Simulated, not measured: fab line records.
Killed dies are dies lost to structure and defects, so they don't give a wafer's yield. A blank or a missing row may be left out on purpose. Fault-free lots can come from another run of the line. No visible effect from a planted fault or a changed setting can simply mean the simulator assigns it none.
Which tool is to blame? || flow gf180mcu || 13 lots, 39 wafers sampled, at 4 steps of a route of 602

WHAT EACH GAUGE READ, for each wafer
GF_M5_OVL_MEAS_08. Usual: M5_OVL gives -3 nm (standard deviation 5.7).
{"lot": "L806", "measured": "day 25 21:25", "on": "overlay-02", "M5_OVL (nm)": "-7 0 -3", "flag": ""}
{"lot": "L809", "measured": "day 27 03:06", "on": "overlay-02", "M5_OVL (nm)": "-3 2 7", "flag": ""}
{"lot": "L810", "measured": "day 27 12:05", "on": "overlay-01", "M5_OVL (nm)": "-8 -9 -8", "flag": ""}
{"lot": "L811", "measured": "day 27 14:45", "on": "overlay-01", "M5_OVL (nm)": "-10 -13 -9", "flag": ""}
{"lot": "L812", "measured": "day 28 02:32", "on": "overlay-01", "M5_OVL (nm)": "-3 -2 2", "flag": ""}
{"lot": "L813", "measured": "day 28 19:36", "on": "overlay-02", "M5_OVL (nm)": "8 -1 6", "flag": ""}
{"lot": "L816", "measured": "day 30 01:14", "on": "overlay-01", "M5_OVL (nm)": "-14 -7 -3", "flag": ""}
{"lot": "L819", "measured": "day 30 11:11", "on": "overlay-02", "M5_OVL (nm)": "-3 -2 -7", "flag": ""}
{"lot": "L818", "measured": "day 30 13:55", "on": "overlay-02", "M5_OVL (nm)": "-1 9 5", "flag": ""}
{"lot": "L821", "measured": "day 31 02:17", "on": "overlay-01", "M5_OVL (nm)": "-2 -2 2", "flag": ""}
{"lot": "L824", "measured": "day 31 15:59", "on": "overlay-01", "M5_OVL (nm)": "-10 -7 -10", "flag": ""}
{"lot": "L825", "measured": "day 32 02:20", "on": "overlay-02", "M5_OVL (nm)": "-8 -11 -6", "flag": ""}
{"lot": "L827", "measured": "day 32 09:11", "on": "overlay-02", "M5_OVL (nm)": "-3 -9 -3", "flag": ""}

GF_PASSIVATION_THK_MEAS_03. Usual: PASSIVATION_CVD_02_THK gives 700 nm (standard deviation 8.8).
{"lot": "L806", "measured": "day 27 18:31", "on": "filmMetro-04", "PASSIVATION_CVD_02_THK (nm)": "704 699 709", "flag": ""}
{"lot": "L809", "measured": "day 28 22:26", "on": "filmMetro-02", "PASSIVATION_CVD_02_THK (nm)": "701 697 703", "flag": ""}
{"lot": "L810", "measured": "day 29 07:32", "on": "filmMetro-02", "PASSIVATION_CVD_02_THK (nm)": "697 712 704", "flag": ""}
{"lot": "L811", "measured": "day 29 09:28", "on": "filmMetro-04", "PASSIVATION_CVD_02_THK (nm)": "685 702 698", "flag": ""}
{"lot": "L812", "measured": "day 29 21:07", "on": "filmMetro-02", "PASSIVATION_CVD_02_THK (nm)": "698 710 720", "flag": ""}
{"lot": "L813", "measured": "day 30 13:21", "on": "filmMetro-03", "PASSIVATION_CVD_02_THK (nm)": "684 706 701", "flag": ""}
{"lot": "L816", "measured": "day 31 16:35", "on": "filmMetro-02", "PASSIVATION_CVD_02_THK (nm)": "681 680 690", "flag": ""}
{"lot": "L819", "measured": "day 32 02:48", "on": "filmMetro-04", "PASSIVATION_CVD_02_THK (nm)": "688 693 697", "flag": ""}
{"lot": "L818", "measured": "day 32 04:53", "on": "filmMetro-02", "PASSIVATION_CVD_02_THK (nm)": "704 713 706", "flag": ""}
{"lot": "L821", "measured": "day 32 18:43", "on": "filmMetro-04", "PASSIVATION_CVD_02_THK (nm)": "689 701 706", "flag": ""}
{"lot": "L824", "measured": "day 33 05:50", "on": "filmMetro-02", "PASSIVATION_CVD_02_THK (nm)": "692 690 705", "flag": ""}
{"lot": "L825", "measured": "day 33 16:22", "on": "filmMetro-02", "PASSIVATION_CVD_02_THK (nm)": "698 692 698", "flag": ""}
{"lot": "L827", "measured": "day 33 22:31", "on": "filmMetro-02", "PASSIVATION_CVD_02_THK (nm)": "706 710 698", "flag": ""}

WHICH TOOL RAN EACH LOT (tool, then ch and the chambers of the sampled wafers, then the start)
{"lot": "L806", "GF_M3_SPUTTER_01": "pvdSputter-01, day 19 20:31", "GF_PASSIVATION_CVD_02": "pecvd-02 ch 1,2, day 27 18:13"}
{"lot": "L809", "GF_M3_SPUTTER_01": "pvdSputter-02, day 21 06:22", "GF_PASSIVATION_CVD_02": "pecvd-01 ch 0,1,2, day 28 22:09"}
{"lot": "L810", "GF_M3_SPUTTER_01": "pvdSputter-01, day 21 17:06", "GF_PASSIVATION_CVD_02": "pecvd-01 ch 0,1, day 29 07:16"}
{"lot": "L811", "GF_M3_SPUTTER_01": "pvdSputter-02, day 21 21:03", "GF_PASSIVATION_CVD_02": "pecvd-02 ch 0,2, day 29 09:10"}
{"lot": "L812", "GF_M3_SPUTTER_01": "pvdSputter-04, day 22 09:22", "GF_PASSIVATION_CVD_02": "pecvd-03 ch 0,1,2, day 29 20:50"}
{"lot": "L813", "GF_M3_SPUTTER_01": "pvdSputter-01, day 23 07:35", "GF_PASSIVATION_CVD_02": "pecvd-03 ch 0,1,2, day 30 13:04"}
{"lot": "L816", "GF_M3_SPUTTER_01": "pvdSputter-01, day 24 18:05", "GF_PASSIVATION_CVD_02": "pecvd-03 ch 0,1,2, day 31 16:17"}
{"lot": "L819", "GF_M3_SPUTTER_01": "pvdSputter-04, day 25 06:26", "GF_PASSIVATION_CVD_02": "pecvd-03 ch 0,1,2, day 32 02:31"}
{"lot": "L818", "GF_M3_SPUTTER_01": "pvdSputter-01, day 25 08:51", "GF_PASSIVATION_CVD_02": "pecvd-01 ch 0,1,2, day 32 04:35"}
{"lot": "L821", "GF_M3_SPUTTER_01": "pvdSputter-04, day 26 00:41", "GF_PASSIVATION_CVD_02": "pecvd-03 ch 0,1,2, day 32 18:26"}
{"lot": "L824", "GF_M3_SPUTTER_01": "pvdSputter-02, day 26 16:50", "GF_PASSIVATION_CVD_02": "pecvd-03 ch 1,2, day 33 05:34"}
{"lot": "L825", "GF_M3_SPUTTER_01": "pvdSputter-02, day 27 06:31", "GF_PASSIVATION_CVD_02": "pecvd-03 ch 0,2, day 33 16:05"}
{"lot": "L827", "GF_M3_SPUTTER_01": "pvdSputter-02, day 27 13:17", "GF_PASSIVATION_CVD_02": "pecvd-01 ch 0,2, day 33 22:13"}
- GF_M3_SPUTTER_01: material TiN, target thk 30 nm, time 25 s.
- GF_PASSIVATION_CVD_02: deposits Si3N4, target thk 700 nm, time 486.18 s.

WHAT THE TOOLS THEMSELVES READ (means of the sampled wafers that have a number; where no wafer has one, the mark that the record gives instead)
GF_M3_SPUTTER_01. Usual: throttleValvePct reads 29.9 % (standard deviation 0.85).
{"lot": "L806", "tool": "pvdSputter-01", "throttleValvePct (%)": 30.0, "flag": ""}
{"lot": "L809", "tool": "pvdSputter-02", "throttleValvePct (%)": 29.8, "flag": ""}
{"lot": "L810", "tool": "pvdSputter-01", "throttleValvePct (%)": 29.7, "flag": ""}
{"lot": "L811", "tool": "pvdSputter-02", "throttleValvePct (%)": 29.5, "flag": ""}
{"lot": "L812", "tool": "pvdSputter-04", "throttleValvePct (%)": 29.5, "flag": ""}
{"lot": "L813", "tool": "pvdSputter-01", "throttleValvePct (%)": 30.5, "flag": ""}
{"lot": "L816", "tool": "pvdSputter-01", "throttleValvePct (%)": 30.5, "flag": ""}
{"lot": "L819", "tool": "pvdSputter-04", "throttleValvePct (%)": 29.7, "flag": ""}
{"lot": "L818", "tool": "pvdSputter-01", "throttleValvePct (%)": 29.7, "flag": ""}
{"lot": "L821", "tool": "pvdSputter-04", "throttleValvePct (%)": 29.7, "flag": ""}
{"lot": "L824", "tool": "pvdSputter-02", "throttleValvePct (%)": 30.3, "flag": ""}
{"lot": "L825", "tool": "pvdSputter-02", "throttleValvePct (%)": 29.2, "flag": ""}
{"lot": "L827", "tool": "pvdSputter-02", "throttleValvePct (%)": 29.3, "flag": ""}

GF_PASSIVATION_CVD_02. Usual: heaterPowerW 690 W, standard deviation 120; rfFwdPowerW 449.3 W, standard deviation 1.3.
{"lot": "L806", "tool": "pecvd-02", "heaterPowerW (W)": 780, "rfFwdPowerW (W)": 450.1, "flag": ""}
{"lot": "L809", "tool": "pecvd-01", "heaterPowerW (W)": 752, "rfFwdPowerW (W)": 449.0, "flag": ""}
{"lot": "L810", "tool": "pecvd-01", "heaterPowerW (W)": 802, "rfFwdPowerW (W)": 449.2, "flag": ""}
{"lot": "L811", "tool": "pecvd-02", "heaterPowerW (W)": 847, "rfFwdPowerW (W)": 449.5, "flag": ""}
{"lot": "L812", "tool": "pecvd-03", "heaterPowerW (W)": 629, "rfFwdPowerW (W)": 448.8, "flag": ""}
{"lot": "L813", "tool": "pecvd-03", "heaterPowerW (W)": 574, "rfFwdPowerW (W)": 449.7, "flag": ""}
{"lot": "L816", "tool": "pecvd-03", "heaterPowerW (W)": 561, "rfFwdPowerW (W)": 448.9, "flag": ""}
{"lot": "L819", "tool": "pecvd-03", "heaterPowerW (W)": 658, "rfFwdPowerW (W)": 448.5, "flag": ""}
{"lot": "L818", "tool": "pecvd-01", "heaterPowerW (W)": 805, "rfFwdPowerW (W)": 449.2, "flag": ""}
{"lot": "L821", "tool": "pecvd-03", "heaterPowerW (W)": 652, "rfFwdPowerW (W)": 450.0, "flag": ""}
{"lot": "L824", "tool": "pecvd-03", "heaterPowerW (W)": 674, "rfFwdPowerW (W)": 448.9, "flag": ""}
{"lot": "L825", "tool": "pecvd-03", "heaterPowerW (W)": 577, "rfFwdPowerW (W)": 449.1, "flag": ""}
{"lot": "L827", "tool": "pecvd-01", "heaterPowerW (W)": 746, "rfFwdPowerW (W)": 449.0, "flag": ""}

THE ANSWER, worked out from the rows above alone
Rule: lot off if the mean of its wafers having a number is beyond 3 standard deviations from the usual mean. A lot without any number at a reading at which 4 lots or more have one is off too. All remaining lots with rows at the step are treated as sound. Order of review: gauges by route order, followed by the tools' own readings, for which a lot's mean as printed above is used. The first step at which some lot is off is used, and at that step the reading that is off furthest; a lot without a number counts as furthest.
No lot is off at any reading shown: from this, nothing can be told.

WHAT THE SIMULATOR HAD PUT IN
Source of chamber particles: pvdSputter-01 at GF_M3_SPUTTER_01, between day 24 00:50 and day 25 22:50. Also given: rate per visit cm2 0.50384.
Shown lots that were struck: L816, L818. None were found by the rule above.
